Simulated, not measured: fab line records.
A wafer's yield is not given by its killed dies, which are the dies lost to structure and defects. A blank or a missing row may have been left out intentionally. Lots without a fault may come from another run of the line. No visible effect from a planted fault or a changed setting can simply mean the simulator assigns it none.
A struck lot beside a sound one -- flow sky130 -- 31 steps out of a route of 708
Sound: wafers L149.1, L149.3, L149.6. Wafers struck: L136.2, L136.5, L136.6. At the end, the cause is stated.
Per side, at each step with rows, come the tool, then ch with its chambers, and then its first start. Under that, the readings that differ: sound wafers -- struck wafers -- difference of the means -- sigmas: that difference in standard deviations of wafers without a fault.
alike: a reading whose means differ by less than 2 such deviations, as well as words and numbers matching on both sides. not compared: withheld readings; readings where some wafer has no value; bounds like >300 that might hide an equal value; numbers whose values overlap and for which the record gives no deviation.
A row with sigmas, a row that says differs or no value, or rows on one side alone: a step with any of these is where the two part. Numbers that have no deviation but don't overlap get no sigmas and don't part them. A reading that every wafer of one side lacks parts them only if that side has two wafers or more.

first, 1 step without rows for these wafers: SKY_NWELL_IMPLANT_13.
SKY_NWELL_STRIP_14: strips in O2/N2.
  sound on plasma-asher-02 ch 0,1, day 8 22:04; struck on plasma-asher-04 ch 0,1, day 6 03:43
  alike: chamber-pressure-mTorr, drypump-motor-current-A, oes-product-au, strip-time-to-endpoint-s
  not compared: rf-hours-counter-h
SKY_NWELL_TW_MEAS_15:
  sound on film-metro-01, day 8 22:10; struck on film-metro-04, day 6 03:50
  alike: NWELL_TW
then, 7 steps without rows for these wafers: SKY_NWELL_DEHYDRATE_16 (time 60 s); SKY_NWELL_HMDS_17 (prime time 60 s); SKY_NWELL_COAT_18 (resist thk 3000 nm); SKY_NWELL_SOFTBAKE_19; SKY_NWELL_EXPOSE_20 (exposes mask NWM COMPLEMENT, target cd 840 nm); SKY_NWELL_PEB_21; SKY_NWELL_DEVELOP_22 (develop time 60 s).
SKY_NWELL_OVL_MEAS_23:
  sound on overlay-01, day 9 18:46; struck on overlay-02, day 6 22:31
  alike: NWELL_01_OVL
following that, these wafers have no rows for 1 step: SKY_NWELL_IMPLANT_24.
SKY_NWELL_STRIP_25: strips in O2/N2.
  sound on plasma-asher-02 ch 0,1, day 9 18:57; struck on plasma-asher-04 ch 0,1, day 6 22:42
  no value came back on the struck wafers for chamber-pressure-mTorr (mTorr), drypump-motor-current-A (A), oes-product-au (a.u.), strip-time-to-endpoint-s (s); on the sound wafers chamber-pressure-mTorr (mTorr) reads 1499.8 1497.4 1498.5
reading,sound,struck,difference,sigmas
model.coat_of_NWELL_COAT_18.thk-nm (nm),0 0 0,2995 3000 3016,+3004,
  not compared: rf-hours-counter-h
SKY_NWELL_TW_MEAS_26:
  sound on film-metro-01, day 9 19:03; struck on film-metro-01, day 6 22:49
  alike: NWELL_2_TW
then, 1 step without rows for these wafers: SKY_NWELL_CLEAN_27 (cleans in SC1/SC2, time 150 s).
SKY_NWELL_RTA_28: time 30 s.
  sound on rtp-anneal-02 ch 0, day 9 19:10; struck on rtp-anneal-02 ch 0, day 6 22:56
  alike: lamp-power-pct, wafer_temp_C_max
SKY_NWELL_RS_MEAS_29: uses a four-point probe to measure.
  sound on film-metro-03, day 9 19:16; struck on film-metro-04, day 6 23:02
  alike: NWELL_RS
SKY_NWELL_RS_MEAS_31: uses a four-point probe to measure.
  sound on film-metro-03, day 9 19:30; struck on film-metro-04, day 6 23:16
  alike: PWDE_RS
then, 7 steps without rows for these wafers: SKY_VT_ADJUST_HVTP_DEHYDRATE_00 (time 60 s); SKY_VT_ADJUST_HVTP_HMDS_01 (prime time 58.52 s); SKY_VT_ADJUST_HVTP_COAT_02 (resist thk 1140 nm); SKY_VT_ADJUST_HVTP_SOFTBAKE_03 (time 60 s); SKY_VT_ADJUST_HVTP_EXPOSE_04 (exposes mask HVTPM, target cd 380 nm); SKY_VT_ADJUST_HVTP_PEB_05; SKY_VT_ADJUST_HVTP_DEVELOP_06 (develop time 60 s).
SKY_VT_ADJUST_HVTP_CD_MEAS_07: target cd 380 nm.
  sound on cd-sem-01, day 10 17:55; struck on cd-sem-01, day 7 18:44
  alike: cd-nm
SKY_VT_ADJUST_HVTP_OVL_MEAS_08:
  sound on overlay-01, day 10 18:02; struck on overlay-01, day 7 18:50
  alike: VT_ADJUST_HVTP_OVL
following that, these wafers have no rows for 1 step: SKY_VT_ADJUST_HVTP_IMPLANT_09.
SKY_VT_ADJUST_HVTP_STRIP_10: strips in O2/N2.
  sound on plasma-asher-04 ch 0, day 10 18:13; struck on plasma-asher-01 ch 0,1, day 7 19:01
reading,sound,struck,difference,sigmas
drypump-motor-current-A (A),6.3 6.3 6.3,5.0 5.0 4.8,-1.4,-2
oes-product-au (a.u.),0.717 0.717 0.716,0.722 0.726 0.734,+0.011,+2
strip-time-to-endpoint-s (s),14.14 14.17 14.19,58.57 58.63 58.93,+44.54,+99 or more
  alike: chamber-pressure-mTorr
  not compared: rf-hours-counter-h
SKY_VT_ADJUST_HVTP_TW_MEAS_11:
  sound on film-metro-02, day 10 18:19; struck on film-metro-02, day 7 19:08
reading,sound,struck,difference,sigmas
VT_ADJUST_HVTP_TW,1366 1367 1361,30 30 30,-1335,-99 or more
then, 1 step without rows for these wafers: SKY_VT_ADJUST_LVTN_DEHYDRATE_00 (time 60 s).

## WHERE THEY PART
At SKY_NWELL_STRIP_25 first; at SKY_VT_ADJUST_HVTP_TW_MEAS_11 last (within this record only).

WHY: whatever the simulator had introduced
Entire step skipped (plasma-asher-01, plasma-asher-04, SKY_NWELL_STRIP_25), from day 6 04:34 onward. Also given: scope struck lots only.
